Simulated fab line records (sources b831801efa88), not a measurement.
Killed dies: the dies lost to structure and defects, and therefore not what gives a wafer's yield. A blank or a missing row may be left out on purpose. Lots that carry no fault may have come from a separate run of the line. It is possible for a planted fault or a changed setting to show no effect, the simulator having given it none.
A struck lot beside a sound one | flow sky130 | 18 steps out of a route of 708
Sound: these wafers, L698.1, L698.2, L698.5. Wafers L709.3, L709.4, L709.6 were the ones struck. The cause comes at the end.
Order at every step that has rows: each side's tool, ch and its chambers, its first start. Under that, the readings that differ: sound wafers | struck wafers | difference of the means | sigmas: that difference in standard deviations of wafers without a fault.
alike: words and numbers the same on both sides, and readings whose means are apart by under 2 such deviations; not compared: readings that were withheld, readings missing a value for some wafer, numbers with overlapping values and no deviation given by the record, and bounds like >300 which may hide the same value.
A row with sigmas, a row that says differs or no value, or rows on one side alone: a step with any of these is where the two part. Numbers that have no deviation but don't overlap get no sigmas and don't part them. A reading missing from all wafers of one side parts the sides only when that side holds two or more wafers.

first, 4 steps without rows for these wafers: SKY_PWDE_SOFTBAKE_03; SKY_PWDE_EXPOSE_04 (exposes mask PWDEM, target cd 840 nm); SKY_PWDE_PEB_05; SKY_PWDE_DEVELOP_06 (develop time 60 s).
SKY_PWDE_OVL_MEAS_07:
  sound: overlay-01 at day 5 16:04; struck: overlay-02 at day 8 14:24
  alike: PWDE_OVL
then, 1 step without rows for these wafers: SKY_PWDE_IMPLANT_08.
SKY_PWDE_STRIP_09: strips in O2/N2.
  sound on plasma_asher-01 ch 0,1, day 5 16:16; struck on plasma_asher-01 ch 0,1, day 8 14:36
  alike: chamber_pressure_mTorr, drypump_motor_current_A, oes_product_au, strip_time_to_endpoint_s
  not compared: rf_hours_counter_h
SKY_PWDE_TW_MEAS_10:
  sound: film_metro-04 at day 5 16:22; struck: film_metro-02 at day 8 14:41
  reading | sound             | struck            | difference | sigmas
  PWDE_TW | 372.2 373.9 372.7 | 378.7 379.3 380.4 | +6.5       | +3
then, 4 steps without rows for these wafers: SKY_NWELL_DEHYDRATE_03 (time 60 s); SKY_NWELL_HMDS_04 (prime time 60 s); SKY_NWELL_COAT_05 (resist thk 3000 nm); SKY_NWELL_SOFTBAKE_06.
SKY_NWELL_EXPOSE_07: exposes mask NWM, target cd 840 nm.
  sound on iline_stepper-01 ch 0, day 6 01:02; struck on iline_stepper-01 ch 0, day 9 01:22
  reading                       | sound                   | struck            | difference | sigmas
  model.NWELL.overlay_x_nm (nm) | -0.4199 -0.4199 -0.4199 | 184.4 184.4 184.4 | +184.8     |
  alike: mask
then, 2 steps without rows for these wafers: SKY_NWELL_PEB_08; SKY_NWELL_DEVELOP_09 (develop time 60 s).
SKY_NWELL_OVL_MEAS_10:
  sound: overlay-02 at day 6 10:32; struck: overlay-01 at day 9 12:23
  reading           | sound          | struck            | difference | sigmas
  NWELL_00_OVL (nm) | -3.3 -2.7 -2.1 | 184.1 183.4 182.6 | +186.1     | +99 or more
then, 1 step without rows for these wafers: SKY_NWELL_IMPLANT_11.
-- the record jumps here: 41 days lie between the struck wafers' starts before and after (it left off in module NWELL and takes up again in module PAD_OPEN, whose first step shown is number 708 of the route) --
SKY_PAD_OPEN_PROBE_99:
  sound: prober-01 at day 47 13:38; struck: prober-02 at day 50 08:41
  reading             | sound    | struck      | difference | sigmas
  killed_at_front_end | 16 18 16 | 412 425 405 | +397       | +92
  killed_dies         | 87 98 80 | 492 492 492 | +404       | +46
  killed_on_rim       | 18 18 16 | 96 96 96    | +79        | +22
  alike: killed_at_M0_to_M3, killed_at_M4_up, killed_at_contacts, killed_at_other, killed_open, killed_short

WHERE THEY PART
Earliest at SKY_PWDE_TW_MEAS_10; latest, in this record, at SKY_PAD_OPEN_PROBE_99.

WHY: the cause the simulator had injected
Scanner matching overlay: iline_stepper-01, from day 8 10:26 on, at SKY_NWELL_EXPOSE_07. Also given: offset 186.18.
